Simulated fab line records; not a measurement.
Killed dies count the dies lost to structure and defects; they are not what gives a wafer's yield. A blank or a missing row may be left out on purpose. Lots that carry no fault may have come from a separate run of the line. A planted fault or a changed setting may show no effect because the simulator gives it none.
Comparing a struck lot with a sound one    flow sky130    15 out of 708 route steps
Sound: wafers L862.1, L862.4, L862.5. Struck: wafer L872.4 (L872.2, L872.3, from the same lot, were not struck and are left out); the cause is given at the end.
Order at every step that has rows: each side's tool, ch and its chambers, its first start. Under that, the readings that differ: sound wafers    struck wafers    difference of the means    sigmas: that difference in standard deviations of wafers without a fault.
alike: readings whose means differ by less than 2 such deviations, and words and numbers that are the same on both sides. not compared: withheld readings, readings that some wafer has no value for, bounds like >300 that may hide the same value, and numbers for which the record gives no deviation and whose values overlap.
The two part at a step that has a row with sigmas, a row that says differs or no value, or rows on one side only. Numbers that have no deviation but don't overlap get no sigmas and don't part them. A reading that every wafer of one side lacks parts them only if that side has two wafers or more.

first, 4 steps without rows for these wafers: SKY_VIA3_STRIP_16 (strips in O2/N2); SKY_VIA3_STRIP_17 (strips in post etch residue remover, time 1200 s); SKY_VIA3_CLEAN_18 (cleans in IPA, time 180 s); SKY_VIA3_CLEAN_19 (cleans in O3/DIW).
SKY_VIA3_SPUTTER_20: material TiN, target thk 20 nm, time 80 s.
  sound on pvd sputter-04, day 39 21:30; struck on pvd sputter-02, day 43 08:02
  alike: throttle valve pct
then, 1 step without rows for these wafers: SKY_VIA3_CVD_21 (deposits W, target thk 390 nm, time 117.31 s).
SKY_VIA3_RS_MEAS_22: measures by four-point-probe.
  sound on film metro-02, day 39 21:41; struck on film metro-02, day 43 08:15
  alike: VIA3_W_RS
SKY_VIA3_THK_MEAS_23: measures by xrf.
  sound on film metro-02, day 39 21:48; struck on film metro-02, day 43 08:22
  alike: VIA3_W_THK
SKY_VIA3_CMP_24: polishes, stops on SiO2, t overpolish 20 s, target thk 0 nm.
  sound on cmp-01 ch 1,2,3, day 39 22:19; struck on cmp-02 ch 3, day 43 08:25
  alike: motor current A, overpolish run s, time to endpoint s
SKY_METAL4_SPUTTER_00: material Ti, target thk 15 nm, time 10 s.
  sound on pvd sputter-04, day 39 22:31; struck on pvd sputter-04, day 43 08:43
  alike: throttle valve pct
SKY_METAL4_SPUTTER_01: material TiN, target thk 20 nm, time 16.7 s.
  sound on pvd sputter-04, day 39 22:32; struck on pvd sputter-04, day 43 08:44
  alike: throttle valve pct
SKY_METAL4_SPUTTER_02: material AlCu, target thk 735 nm, time 39.1 s.
  sound on pvd sputter-04, day 39 22:34; struck on pvd sputter-04, day 43 08:46
  alike: throttle valve pct
SKY_METAL4_SPUTTER_03: material Ti, target thk 5 nm, time 3.3 s.
  sound on pvd sputter-04, day 39 22:37; struck on pvd sputter-04, day 43 08:47
reading                                    sound              struck  difference  sigmas
model.Ti_of_METAL4_SPUTTER_03.thk nm (nm)  4.933 5.012 4.931  3.516   -1.443      
  alike: throttle valve pct
then, 1 step without rows for these wafers: SKY_METAL4_SPUTTER_04 (material TiN, target thk 70 nm, time 58.3 s).
-- the record jumps here: 5 days lie between the struck wafers' starts before and after (it left off in module METAL4 and takes up again in module PAD_OPEN, whose first step shown is number 708 of the route) --
SKY_PAD_OPEN_PROBE_99:
  sound on prober-01, day 45 22:59; struck on prober-01, day 48 20:09
  alike: defect limited yield, killed_at_M0_to_M3, killed_at_M4_up, killed at contacts, killed at front end, killed at other, killed dies, killed on rim, killed open, killed short, sort_bin_3_pad_short, sort_bin_5_function, sort_bin_6_memory, sort n pass, sort yield pct

== WHERE THEY PART ==
Nowhere in this record.

WHY: what the simulator had put in
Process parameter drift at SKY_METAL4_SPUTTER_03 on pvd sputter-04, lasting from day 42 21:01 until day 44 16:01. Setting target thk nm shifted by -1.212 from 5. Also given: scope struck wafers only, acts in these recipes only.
